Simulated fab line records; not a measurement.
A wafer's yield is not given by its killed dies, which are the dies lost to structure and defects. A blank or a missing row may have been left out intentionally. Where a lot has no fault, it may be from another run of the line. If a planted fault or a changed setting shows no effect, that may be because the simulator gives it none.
Struck lot and sound lot, side by side + flow gf180mcu + 43 steps out of a route of 602
Sound: wafers L624.1, L624.5, L624.6. Wafers struck: L630.2, L630.3, L630.4. The cause is given at the end.
At each step with rows: each side's tool, then ch and its chambers, then its first start. Under that, the readings that differ: sound wafers + struck wafers + difference of the means + sigmas: that difference in standard deviations of wafers without a fault.
alike: same words and numbers on both sides, and readings whose means sit less than 2 such deviations apart. not compared: any withheld reading, any reading some wafer has no value for, any bound like >300 that may hide the same value, and any number with overlapping values for which the record gives no deviation.
A row with sigmas, a row that says differs or no value, or rows on one side alone: a step with any of these is where the two part. Numbers that have no deviation but don't overlap get no sigmas and don't part them. A reading that every wafer of one side lacks parts them only if that side has two wafers or more.

first, 2 steps without rows for these wafers: GF_DNWELL_DEVELOP_06 (develop time 60 s); GF_DNWELL_IMPLANT_07.
GF_DNWELL_STRIP_08: strips in O2/N2.
  sound on plasma-asher-01 ch 0,1, day 4 07:46; struck on plasma-asher-01 ch 0,1, day 5 19:59
  alike: drypump-motor-current-A, heater-power-w, o2-flow-sccm, oes-product-au, strip-time-to-endpoint-s
  not compared: rf-hours-counter-h
GF_DNWELL_TW_MEAS_09:
  struck on film-metro-01, day 5 20:05; sound on film-metro-01, day 4 07:52
  alike: DNWELL_TW
then, 7 steps without rows for these wafers: GF_NWELL_DEHYDRATE_00 (time 60 s); GF_NWELL_HMDS_01 (prime time 60 s); GF_NWELL_COAT_02 (resist thk 3000 nm); GF_NWELL_SOFTBAKE_03; GF_NWELL_EXPOSE_04 (exposes mask Nwell, target cd 860 nm); GF_NWELL_PEB_05; GF_NWELL_DEVELOP_06 (develop time 60 s).
GF_NWELL_OVL_MEAS_07:
  struck on overlay-02, day 6 10:47; sound on overlay-02, day 4 21:07
  alike: NWELL_OVL
GF_NWELL_IMPLANT_08:
  sound on implanter-02 ch 0, day 4 21:10; struck on implanter-02 ch 0, day 6 10:50
| reading            | sound                            | struck                       | difference | sigmas      |
|--------------------|----------------------------------|------------------------------|------------|-------------|
| dose-ions-cm2      | 1.5012e+13 1.4991e+13 1.4979e+13 | 9.534e+12 9.55e+12 9.545e+12 | -5.451e+12 | -99 or more |
| faraday-current-uA | 85.0 86.9 83.1                   | 54.0 54.4 51.4               | -31.7      | -19         |
  alike: beam-energy-keV
following that, these wafers have no rows for 1 step: GF_NWELL_IMPLANT_09.
GF_NWELL_STRIP_10: strips in O2/N2.
  sound on plasma-asher-02 ch 0,1, day 4 21:28; struck on plasma-asher-02 ch 0,1, day 6 11:07
  alike: drypump-motor-current-A, heater-power-w, o2-flow-sccm, oes-product-au, strip-time-to-endpoint-s
  not compared: rf-hours-counter-h
GF_NWELL_TW_MEAS_11:
  struck on film-metro-04, day 6 11:27; sound on film-metro-01, day 4 21:34
| reading  | sound          | struck         | difference | sigmas |
|----------|----------------|----------------|------------|--------|
| NWELL_TW | 1529 1531 1545 | 1416 1407 1425 | -119       | -3     |
  not compared: hold
then, 6 steps without rows for these wafers: GF_LVPWELL_HMDS_01 (prime time 60 s); GF_LVPWELL_COAT_02 (resist thk 3000 nm); GF_LVPWELL_SOFTBAKE_03; GF_LVPWELL_EXPOSE_04 (exposes mask LVPWELL, target cd 600 nm); GF_LVPWELL_PEB_05; GF_LVPWELL_DEVELOP_06 (develop time 60 s).
GF_LVPWELL_OVL_MEAS_07:
  struck on overlay-02, day 7 01:52; sound on overlay-02, day 5 11:55
  alike: LVPWELL_OVL
then, 2 steps without rows for these wafers: GF_LVPWELL_IMPLANT_08; GF_LVPWELL_IMPLANT_09.
GF_LVPWELL_STRIP_10: strips in O2/N2.
  sound on plasma-asher-04 ch 0,1, day 5 12:15; struck on plasma-asher-02 ch 0,1, day 7 02:12
  alike: drypump-motor-current-A, heater-power-w, o2-flow-sccm, oes-product-au, strip-time-to-endpoint-s
  not compared: rf-hours-counter-h
GF_LVPWELL_TW_MEAS_11:
  struck on film-metro-02, day 7 02:19; sound on film-metro-01, day 5 12:21
  alike: LVPWELL_TW
then, 7 steps without rows for these wafers: GF_MVSD_DEHYDRATE_00 (time 60 s); GF_MVSD_HMDS_01 (prime time 60 s); GF_MVSD_COAT_02 (resist thk 3000 nm); GF_MVSD_SOFTBAKE_03; GF_MVSD_EXPOSE_04 (exposes mask MVSD, target cd 1000 nm); GF_MVSD_PEB_05; GF_MVSD_DEVELOP_06 (develop time 60 s).
GF_MVSD_OVL_MEAS_07:
  struck on overlay-01, day 7 17:41; sound on overlay-02, day 6 02:54
| reading       | sound          | struck      | difference | sigmas |
|---------------|----------------|-------------|------------|--------|
| MVSD_OVL (nm) | -2.7 -1.7 -2.0 | 2.9 2.9 1.1 | +4.4       | +3     |
then, 2 steps without rows for these wafers: GF_MVSD_IMPLANT_08; GF_MVSD_IMPLANT_09.
GF_MVSD_STRIP_10: strips in O2/N2.
  sound on plasma-asher-02 ch 0,1, day 6 03:14; struck on plasma-asher-03 ch 0,1, day 7 18:01
| reading             | sound          | struck         | difference | sigmas |
|---------------------|----------------|----------------|------------|--------|
| heater-power-w (W)  | 343 351 350    | 305 328 316    | -32        | -2     |
| o2-flow-sccm (sccm) | 3011 3009 3004 | 2988 2981 2994 | -20        | -2     |
  alike: drypump-motor-current-A, oes-product-au, strip-time-to-endpoint-s
  not compared: rf-hours-counter-h
GF_MVSD_TW_MEAS_11:
  struck on film-metro-01, day 7 18:08; sound on film-metro-01, day 6 03:20
  alike: MVSD_TW
then, 2 steps without rows for these wafers: GF_MVPSD_DEHYDRATE_00 (time 60 s); GF_MVPSD_HMDS_01 (prime time 60 s).
-- the record jumps here: 4 days lie between the struck wafers' starts before and after --
GF_VT_IMPLANT_RS_MEAS_47: measures by four-point-probe.
  struck on film-metro-02, day 11 10:31; sound on film-metro-04, day 9 11:32
| reading           | sound             | struck            | difference | sigmas |
|-------------------|-------------------|-------------------|------------|--------|
| NWELL_RS (ohm/sq) | 487.1 486.3 485.5 | 618.3 617.2 620.8 | +132.5     | +95    |
  not compared: hold
GF_PASSIVATION_PROBE_99:
  rows exist in the record for the sound wafers here (prober-02, day 31 05:22), none for the struck ones

WHERE THEY PART
At GF_NWELL_IMPLANT_08 first; at GF_PASSIVATION_PROBE_99 last (within this record only).

WHY: the cause the simulator had injected
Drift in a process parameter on implanter-02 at GF_NWELL_IMPLANT_08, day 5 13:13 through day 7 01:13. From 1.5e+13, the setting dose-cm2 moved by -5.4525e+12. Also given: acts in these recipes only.
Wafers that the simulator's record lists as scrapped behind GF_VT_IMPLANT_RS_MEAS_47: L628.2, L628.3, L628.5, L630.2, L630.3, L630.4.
